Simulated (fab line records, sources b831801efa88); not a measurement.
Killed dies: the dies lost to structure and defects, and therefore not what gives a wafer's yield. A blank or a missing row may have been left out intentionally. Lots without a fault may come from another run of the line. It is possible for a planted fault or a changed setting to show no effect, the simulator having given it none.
Which tool did it? || flow gf180mcu || 24 lots with 72 wafers sampled at 5 steps, on a route of 602 steps

== WHAT THE GAUGES SHOWED, per wafer ==
GF_CONTACT_THK_MEAS_03. Usual: CONTACT_CVD_02_THK 856 nm, standard deviation 9.6.
{"lot": "L074", "measured": "day 15 04:52", "on": "film-metro-03", "CONTACT_CVD_02_THK (nm)": "846 853 851", "flag": ""}
{"lot": "L075", "measured": "day 15 11:53", "on": "film-metro-02", "CONTACT_CVD_02_THK (nm)": "847 869 864", "flag": ""}
{"lot": "L076", "measured": "day 15 20:17", "on": "film-metro-03", "CONTACT_CVD_02_THK (nm)": "861 849 861", "flag": ""}
{"lot": "L077", "measured": "day 15 23:28", "on": "film-metro-03", "CONTACT_CVD_02_THK (nm)": "860 860 864", "flag": ""}
{"lot": "L078", "measured": "day 16 09:45", "on": "film-metro-03", "CONTACT_CVD_02_THK (nm)": "854 849 859", "flag": ""}
{"lot": "L079", "measured": "day 16 17:47", "on": "film-metro-03", "CONTACT_CVD_02_THK (nm)": "848 863 858", "flag": ""}
{"lot": "L080", "measured": "day 17 01:05", "on": "film-metro-02", "CONTACT_CVD_02_THK (nm)": "851 857 872", "flag": ""}
{"lot": "L081", "measured": "day 17 13:56", "on": "film-metro-02", "CONTACT_CVD_02_THK (nm)": "856 835 859", "flag": ""}
{"lot": "L082", "measured": "day 17 20:35", "on": "film-metro-03", "CONTACT_CVD_02_THK (nm)": "861 856 852", "flag": ""}
{"lot": "L083", "measured": "day 18 05:20", "on": "film-metro-03", "CONTACT_CVD_02_THK (nm)": "857 874 864", "flag": ""}
{"lot": "L084", "measured": "day 18 14:35", "on": "film-metro-01", "CONTACT_CVD_02_THK (nm)": "843 851 860", "flag": ""}
{"lot": "L085", "measured": "day 19 02:26", "on": "film-metro-03", "CONTACT_CVD_02_THK (nm)": "846 856 864", "flag": ""}
{"lot": "L086", "measured": "day 19 09:04", "on": "film-metro-01", "CONTACT_CVD_02_THK (nm)": "863 856 872", "flag": ""}
{"lot": "L087", "measured": "day 19 12:57", "on": "film-metro-02", "CONTACT_CVD_02_THK (nm)": "839 848 850", "flag": ""}
{"lot": "L088", "measured": "day 20 07:23", "on": "film-metro-02", "CONTACT_CVD_02_THK (nm)": "835 839 862", "flag": ""}
{"lot": "L089", "measured": "day 20 20:10", "on": "film-metro-03", "CONTACT_CVD_02_THK (nm)": "845 842 856", "flag": ""}
{"lot": "L090", "measured": "day 20 23:55", "on": "film-metro-02", "CONTACT_CVD_02_THK (nm)": "854 856 875", "flag": ""}
{"lot": "L091", "measured": "day 21 18:01", "on": "film-metro-01", "CONTACT_CVD_02_THK (nm)": "845 855 855", "flag": ""}
{"lot": "L092", "measured": "day 21 23:22", "on": "film-metro-02", "CONTACT_CVD_02_THK (nm)": "858 863 869", "flag": ""}
{"lot": "L093", "measured": "day 22 11:30", "on": "film-metro-02", "CONTACT_CVD_02_THK (nm)": "847 860 851", "flag": ""}
{"lot": "L095", "measured": "day 22 13:26", "on": "film-metro-01", "CONTACT_CVD_02_THK (nm)": "848 859 869", "flag": ""}
{"lot": "L094", "measured": "day 22 14:22", "on": "film-metro-02", "CONTACT_CVD_02_THK (nm)": "852 854 856", "flag": ""}
{"lot": "L096", "measured": "day 22 23:40", "on": "film-metro-03", "CONTACT_CVD_02_THK (nm)": "853 870 872", "flag": ""}
{"lot": "L097", "measured": "day 23 09:26", "on": "film-metro-01", "CONTACT_CVD_02_THK (nm)": "854 864 863", "flag": ""}

GF_M3_CD_MEAS_14 targets a cd of 280 nm. Usual: cd-nm 280.0 nm, standard deviation 1.
{"lot": "L074", "measured": "day 21 09:51", "on": "cd-sem-02", "cd-nm (nm)": "280.9 280.0 279.7", "flag": ""}
{"lot": "L075", "measured": "day 21 16:31", "on": "cd-sem-01", "cd-nm (nm)": "279.4 279.4 279.4", "flag": ""}
{"lot": "L076", "measured": "day 22 01:53", "on": "cd-sem-01", "cd-nm (nm)": "280.0 280.4 280.6", "flag": ""}
{"lot": "L077", "measured": "day 22 05:47", "on": "cd-sem-01", "cd-nm (nm)": "281.3 280.0 280.6", "flag": ""}
{"lot": "L078", "measured": "day 22 14:02", "on": "cd-sem-02", "cd-nm (nm)": "280.9 282.5 281.0", "flag": ""}
{"lot": "L079", "measured": "day 23 01:22", "on": "cd-sem-02", "cd-nm (nm)": "280.1 280.1 279.7", "flag": ""}
{"lot": "L080", "measured": "day 23 07:03", "on": "cd-sem-01", "cd-nm (nm)": "281.2 281.1 280.9", "flag": ""}
{"lot": "L081", "measured": "day 23 18:59", "on": "cd-sem-02", "cd-nm (nm)": "280.0 279.9 280.1", "flag": ""}
{"lot": "L082", "measured": "day 24 02:09", "on": "cd-sem-02", "cd-nm (nm)": "280.3 280.4 280.8", "flag": ""}
{"lot": "L083", "measured": "day 24 09:59", "on": "cd-sem-01", "cd-nm (nm)": "279.7 280.3 282.4", "flag": ""}
{"lot": "L084", "measured": "day 24 18:00", "on": "cd-sem-01", "cd-nm (nm)": "280.3 280.2 280.1", "flag": ""}
{"lot": "L085", "measured": "day 25 04:20", "on": "cd-sem-02", "cd-nm (nm)": "281.1 280.9 280.5", "flag": ""}
{"lot": "L086", "measured": "day 25 11:29", "on": "cd-sem-01", "cd-nm (nm)": "279.8 279.4 279.0", "flag": ""}
{"lot": "L087", "measured": "day 25 15:49", "on": "cd-sem-01", "cd-nm (nm)": "281.4 280.6 280.9", "flag": ""}
{"lot": "L088", "measured": "day 26 07:40", "on": "cd-sem-02", "cd-nm (nm)": "280.3 280.0 280.1", "flag": ""}
{"lot": "L089", "measured": "day 26 18:17", "on": "cd-sem-01", "cd-nm (nm)": "280.3 280.8 280.6", "flag": ""}
{"lot": "L090", "measured": "day 26 22:51", "on": "cd-sem-01", "cd-nm (nm)": "279.8 280.2 279.1", "flag": ""}
{"lot": "L091", "measured": "day 27 13:25", "on": "cd-sem-01", "cd-nm (nm)": "280.1 280.0 280.4", "flag": ""}
{"lot": "L092", "measured": "day 27 19:47", "on": "cd-sem-02", "cd-nm (nm)": "278.3 278.0 279.1", "flag": ""}
{"lot": "L093", "measured": "day 28 03:32", "on": "cd-sem-02", "cd-nm (nm)": "279.7 280.5 278.3", "flag": ""}
{"lot": "L095", "measured": "day 28 06:56", "on": "cd-sem-02", "cd-nm (nm)": "277.6 278.7 277.6", "flag": ""}
{"lot": "L094", "measured": "day 28 07:05", "on": "cd-sem-01", "cd-nm (nm)": "279.3 279.4 278.9", "flag": ""}
{"lot": "L096", "measured": "day 28 16:57", "on": "cd-sem-01", "cd-nm (nm)": "280.0 279.7 278.7", "flag": ""}
{"lot": "L097", "measured": "day 28 23:36", "on": "cd-sem-02", "cd-nm (nm)": "279.2 278.5 279.6", "flag": ""}

GF_V3_THK_MEAS_03. Usual: V3_CVD_02_THK 832 nm, standard deviation 9.8.
{"lot": "L074", "measured": "day 21 10:52", "on": "film-metro-03", "V3_CVD_02_THK (nm)": "837 850 848", "flag": ""}
{"lot": "L075", "measured": "day 21 17:32", "on": "film-metro-03", "V3_CVD_02_THK (nm)": "816 828 838", "flag": ""}
{"lot": "L076", "measured": "day 22 02:54", "on": "film-metro-04", "V3_CVD_02_THK (nm)": "833 837 842", "flag": ""}
{"lot": "L077", "measured": "day 22 06:48", "on": "film-metro-04", "V3_CVD_02_THK (nm)": "841 824 836", "flag": ""}
{"lot": "L078", "measured": "day 22 15:03", "on": "film-metro-03", "V3_CVD_02_THK (nm)": "815 815 835", "flag": ""}
{"lot": "L079", "measured": "day 23 02:26", "on": "film-metro-01", "V3_CVD_02_THK (nm)": "823 843 826", "flag": ""}
{"lot": "L080", "measured": "day 23 08:06", "on": "film-metro-04", "V3_CVD_02_THK (nm)": "822 835 839", "flag": ""}
{"lot": "L081", "measured": "day 23 20:01", "on": "film-metro-03", "V3_CVD_02_THK (nm)": "831 827 844", "flag": ""}
{"lot": "L082", "measured": "day 24 03:12", "on": "film-metro-01", "V3_CVD_02_THK (nm)": "830 834 843", "flag": ""}
{"lot": "L083", "measured": "day 24 11:00", "on": "film-metro-03", "V3_CVD_02_THK (nm)": "838 841 840", "flag": ""}
{"lot": "L084", "measured": "day 24 19:01", "on": "film-metro-03", "V3_CVD_02_THK (nm)": "828 836 846", "flag": ""}
{"lot": "L085", "measured": "day 25 05:23", "on": "film-metro-04", "V3_CVD_02_THK (nm)": "838 830 837", "flag": ""}
{"lot": "L086", "measured": "day 25 12:32", "on": "film-metro-04", "V3_CVD_02_THK (nm)": "823 818 826", "flag": ""}
{"lot": "L087", "measured": "day 25 16:52", "on": "film-metro-04", "V3_CVD_02_THK (nm)": "825 847 839", "flag": ""}
{"lot": "L088", "measured": "day 26 08:43", "on": "film-metro-04", "V3_CVD_02_THK (nm)": "814 832 843", "flag": ""}
{"lot": "L089", "measured": "day 26 19:18", "on": "film-metro-01", "V3_CVD_02_THK (nm)": "805 818 812", "flag": ""}
{"lot": "L090", "measured": "day 26 23:51", "on": "film-metro-01", "V3_CVD_02_THK (nm)": "822 837 842", "flag": ""}
{"lot": "L091", "measured": "day 27 14:26", "on": "film-metro-03", "V3_CVD_02_THK (nm)": "828 832 832", "flag": ""}
{"lot": "L092", "measured": "day 27 20:49", "on": "film-metro-03", "V3_CVD_02_THK (nm)": "843 828 823", "flag": ""}
{"lot": "L093", "measured": "day 28 04:53", "on": "film-metro-01", "V3_CVD_02_THK (nm)": "817 843 828", "flag": ""}
{"lot": "L095", "measured": "day 28 08:02", "on": "film-metro-03", "V3_CVD_02_THK (nm)": "843 843 841", "flag": ""}
{"lot": "L094", "measured": "day 28 08:06", "on": "film-metro-04", "V3_CVD_02_THK (nm)": "822 830 846", "flag": ""}
{"lot": "L096", "measured": "day 28 17:57", "on": "film-metro-03", "V3_CVD_02_THK (nm)": "826 832 842", "flag": ""}
{"lot": "L097", "measured": "day 29 00:37", "on": "film-metro-04", "V3_CVD_02_THK (nm)": "827 841 841", "flag": ""}

== TOOL THAT RAN EACH LOT (tool first, then ch and the chambers of the sampled wafers, then the start) ==
{"lot": "L074", "GF_M3_SPUTTER_04": "pvd-sputter-01, day 20 09:47", "GF_V3_CVD_02": "pecvd-04 ch 0,1, day 21 10:47"}
{"lot": "L075", "GF_M3_SPUTTER_04": "pvd-sputter-03, day 20 16:44", "GF_V3_CVD_02": "pecvd-04 ch 0,1,2, day 21 17:28"}
{"lot": "L076", "GF_M3_SPUTTER_04": "pvd-sputter-01, day 21 02:25", "GF_V3_CVD_02": "pecvd-02 ch 0,1, day 22 02:50"}
{"lot": "L077", "GF_M3_SPUTTER_04": "pvd-sputter-04, day 21 05:55", "GF_V3_CVD_02": "pecvd-04 ch 0,1,2, day 22 06:43"}
{"lot": "L078", "GF_M3_SPUTTER_04": "pvd-sputter-04, day 21 15:04", "GF_V3_CVD_02": "pecvd-01 ch 0,1,2, day 22 14:59"}
{"lot": "L079", "GF_M3_SPUTTER_04": "pvd-sputter-01, day 22 02:28", "GF_V3_CVD_02": "pecvd-02 ch 0,1,2, day 23 02:21"}
{"lot": "L080", "GF_M3_SPUTTER_04": "pvd-sputter-03, day 22 08:24", "GF_V3_CVD_02": "pecvd-01 ch 0,1,2, day 23 08:01"}
{"lot": "L081", "GF_M3_SPUTTER_04": "pvd-sputter-04, day 22 19:58", "GF_V3_CVD_02": "pecvd-01 ch 1,2, day 23 19:56"}
{"lot": "L082", "GF_M3_SPUTTER_04": "pvd-sputter-01, day 23 03:43", "GF_V3_CVD_02": "pecvd-04 ch 0,1, day 24 03:07"}
{"lot": "L083", "GF_M3_SPUTTER_04": "pvd-sputter-04, day 23 12:34", "GF_V3_CVD_02": "pecvd-01 ch 0,1,2, day 24 10:56"}
{"lot": "L084", "GF_M3_SPUTTER_04": "pvd-sputter-03, day 23 19:50", "GF_V3_CVD_02": "pecvd-02 ch 1,2, day 24 18:56"}
{"lot": "L085", "GF_M3_SPUTTER_04": "pvd-sputter-01, day 24 06:11", "GF_V3_CVD_02": "pecvd-04 ch 0,1,2, day 25 05:19"}
{"lot": "L086", "GF_M3_SPUTTER_04": "pvd-sputter-03, day 24 13:34", "GF_V3_CVD_02": "pecvd-02 ch 1,2, day 25 12:28"}
{"lot": "L087", "GF_M3_SPUTTER_04": "pvd-sputter-01, day 24 17:48", "GF_V3_CVD_02": "pecvd-02 ch 0,1, day 25 16:46"}
{"lot": "L088", "GF_M3_SPUTTER_04": "pvd-sputter-04, day 25 10:18", "GF_V3_CVD_02": "pecvd-02 ch 0,1,2, day 26 08:39"}
{"lot": "L089", "GF_M3_SPUTTER_04": "pvd-sputter-03, day 25 21:06", "GF_V3_CVD_02": "pecvd-01 ch 1,2, day 26 19:14"}
{"lot": "L090", "GF_M3_SPUTTER_04": "pvd-sputter-03, day 26 01:40", "GF_V3_CVD_02": "pecvd-01 ch 0,1,2, day 26 23:46"}
{"lot": "L091", "GF_M3_SPUTTER_04": "pvd-sputter-03, day 26 16:43", "GF_V3_CVD_02": "pecvd-01 ch 0,1, day 27 14:22"}
{"lot": "L092", "GF_M3_SPUTTER_04": "pvd-sputter-01, day 26 23:15", "GF_V3_CVD_02": "pecvd-02 ch 0,1,2, day 27 20:45"}
{"lot": "L093", "GF_M3_SPUTTER_04": "pvd-sputter-01, day 27 07:50", "GF_V3_CVD_02": "pecvd-04 ch 0,1,2, day 28 04:49"}
{"lot": "L095", "GF_M3_SPUTTER_04": "pvd-sputter-01, day 27 10:33", "GF_V3_CVD_02": "pecvd-02 ch 0,1, day 28 07:58"}
{"lot": "L094", "GF_M3_SPUTTER_04": "pvd-sputter-04, day 27 10:56", "GF_V3_CVD_02": "pecvd-01 ch 0,1,2, day 28 08:02"}
{"lot": "L096", "GF_M3_SPUTTER_04": "pvd-sputter-03, day 27 20:46", "GF_V3_CVD_02": "pecvd-02 ch 0,1, day 28 17:52"}
{"lot": "L097", "GF_M3_SPUTTER_04": "pvd-sputter-03, day 28 04:15", "GF_V3_CVD_02": "pecvd-02 ch 0,2, day 29 00:32"}
- GF_M3_SPUTTER_04: material TiN, target thk 50 nm, time 41.7 s.
- GF_V3_CVD_02: deposits SiO2 from TEOS, target thk 850 nm, time 93.19 s.

== AS READ BY THE TOOLS THEMSELVES (means over the sampled wafers that have a number; for cases with no such wafer, the mark the record gives instead) ==
GF_M3_SPUTTER_04. Usual: throttle-valve-pct 30.1 %, standard deviation 0.89.
{"lot": "L074", "tool": "pvd-sputter-01", "throttle-valve-pct (%)": 30.7, "flag": ""}
{"lot": "L075", "tool": "pvd-sputter-03", "throttle-valve-pct (%)": 29.8, "flag": ""}
{"lot": "L076", "tool": "pvd-sputter-01", "throttle-valve-pct (%)": 30.6, "flag": ""}
{"lot": "L077", "tool": "pvd-sputter-04", "throttle-valve-pct (%)": 31.3, "flag": ""}
{"lot": "L078", "tool": "pvd-sputter-04", "throttle-valve-pct (%)": 30.1, "flag": ""}
{"lot": "L079", "tool": "pvd-sputter-01", "throttle-valve-pct (%)": 30.0, "flag": ""}
{"lot": "L080", "tool": "pvd-sputter-03", "throttle-valve-pct (%)": 29.7, "flag": ""}
{"lot": "L081", "tool": "pvd-sputter-04", "throttle-valve-pct (%)": 30.1, "flag": ""}
{"lot": "L082", "tool": "pvd-sputter-01", "throttle-valve-pct (%)": 30.5, "flag": ""}
{"lot": "L083", "tool": "pvd-sputter-04", "throttle-valve-pct (%)": 30.3, "flag": ""}
{"lot": "L084", "tool": "pvd-sputter-03", "throttle-valve-pct (%)": 29.2, "flag": ""}
{"lot": "L085", "tool": "pvd-sputter-01", "throttle-valve-pct (%)": 30.4, "flag": ""}
{"lot": "L086", "tool": "pvd-sputter-03", "throttle-valve-pct (%)": 29.7, "flag": ""}
{"lot": "L087", "tool": "pvd-sputter-01", "throttle-valve-pct (%)": 30.0, "flag": ""}
{"lot": "L088", "tool": "pvd-sputter-04", "throttle-valve-pct (%)": 30.2, "flag": ""}
{"lot": "L089", "tool": "pvd-sputter-03", "throttle-valve-pct (%)": 29.6, "flag": ""}
{"lot": "L090", "tool": "pvd-sputter-03", "throttle-valve-pct (%)": 30.0, "flag": ""}
{"lot": "L091", "tool": "pvd-sputter-03", "throttle-valve-pct (%)": 29.0, "flag": ""}
{"lot": "L092", "tool": "pvd-sputter-01", "throttle-valve-pct (%)": 30.1, "flag": ""}
{"lot": "L093", "tool": "pvd-sputter-01", "throttle-valve-pct (%)": 30.7, "flag": ""}
{"lot": "L095", "tool": "pvd-sputter-01", "throttle-valve-pct (%)": 30.7, "flag": ""}
{"lot": "L094", "tool": "pvd-sputter-04", "throttle-valve-pct (%)": 30.1, "flag": ""}
{"lot": "L096", "tool": "pvd-sputter-03", "throttle-valve-pct (%)": 28.7, "flag": ""}
{"lot": "L097", "tool": "pvd-sputter-03", "throttle-valve-pct (%)": 30.0, "flag": ""}

GF_V3_CVD_02. Usual: heater-power-outer-w 352 W, standard deviation 54; heater-power-w 629 W, standard deviation 84.
{"lot": "L074", "tool": "pecvd-04", "heater-power-outer-w (W)": 337, "heater-power-w (W)": 588, "flag": ""}
{"lot": "L075", "tool": "pecvd-04", "heater-power-outer-w (W)": 315, "heater-power-w (W)": 559, "flag": ""}
{"lot": "L076", "tool": "pecvd-02", "heater-power-outer-w (W)": 379, "heater-power-w (W)": 648, "flag": ""}
{"lot": "L077", "tool": "pecvd-04", "heater-power-outer-w (W)": 354, "heater-power-w (W)": 619, "flag": ""}
{"lot": "L078", "tool": "pecvd-01", "heater-power-outer-w (W)": 334, "heater-power-w (W)": 606, "flag": ""}
{"lot": "L079", "tool": "pecvd-02", "heater-power-outer-w (W)": 418, "heater-power-w (W)": 728, "flag": ""}
{"lot": "L080", "tool": "pecvd-01", "heater-power-outer-w (W)": 345, "heater-power-w (W)": 638, "flag": ""}
{"lot": "L081", "tool": "pecvd-01", "heater-power-outer-w (W)": 314, "heater-power-w (W)": 594, "flag": ""}
{"lot": "L082", "tool": "pecvd-04", "heater-power-outer-w (W)": 336, "heater-power-w (W)": 556, "flag": ""}
{"lot": "L083", "tool": "pecvd-01", "heater-power-outer-w (W)": 327, "heater-power-w (W)": 594, "flag": ""}
{"lot": "L084", "tool": "pecvd-02", "heater-power-outer-w (W)": 350, "heater-power-w (W)": 650, "flag": ""}
{"lot": "L085", "tool": "pecvd-04", "heater-power-outer-w (W)": 340, "heater-power-w (W)": 588, "flag": ""}
{"lot": "L086", "tool": "pecvd-02", "heater-power-outer-w (W)": 379, "heater-power-w (W)": 673, "flag": ""}
{"lot": "L087", "tool": "pecvd-02", "heater-power-outer-w (W)": 368, "heater-power-w (W)": 640, "flag": ""}
{"lot": "L088", "tool": "pecvd-02", "heater-power-outer-w (W)": 366, "heater-power-w (W)": 653, "flag": ""}
{"lot": "L089", "tool": "pecvd-01", "heater-power-outer-w (W)": 296, "heater-power-w (W)": 546, "flag": ""}
{"lot": "L090", "tool": "pecvd-01", "heater-power-outer-w (W)": 351, "heater-power-w (W)": 629, "flag": ""}
{"lot": "L091", "tool": "pecvd-01", "heater-power-outer-w (W)": 369, "heater-power-w (W)": 662, "flag": ""}
{"lot": "L092", "tool": "pecvd-02", "heater-power-outer-w (W)": 345, "heater-power-w (W)": 629, "flag": ""}
{"lot": "L093", "tool": "pecvd-04", "heater-power-outer-w (W)": 356, "heater-power-w (W)": 606, "flag": ""}
{"lot": "L095", "tool": "pecvd-02", "heater-power-outer-w (W)": 401, "heater-power-w (W)": 674, "flag": ""}
{"lot": "L094", "tool": "pecvd-01", "heater-power-outer-w (W)": 322, "heater-power-w (W)": 597, "flag": ""}
{"lot": "L096", "tool": "pecvd-02", "heater-power-outer-w (W)": 370, "heater-power-w (W)": 639, "flag": ""}
{"lot": "L097", "tool": "pecvd-02", "heater-power-outer-w (W)": 377, "heater-power-w (W)": 694, "flag": ""}

== THE ANSWER, worked out from the rows above alone ==
Rule: a lot is off if the mean of its wafers that have a number lies more than 3 standard deviations from the usual mean. A lot without any number at a reading at which 4 lots or more have one is off too. Where the step has rows for the other lots, those lots are counted as sound. After the gauges, taken in route order, come the tools' own readings; for these a lot's mean is taken, as printed above. The first step at which some lot is off is used, and at that step the reading that is off furthest; a lot without a number counts as furthest.
Across all readings shown, no lot is off: no conclusion can be drawn from this.

== WHAT WAS PUT IN BY THE SIMULATOR ==
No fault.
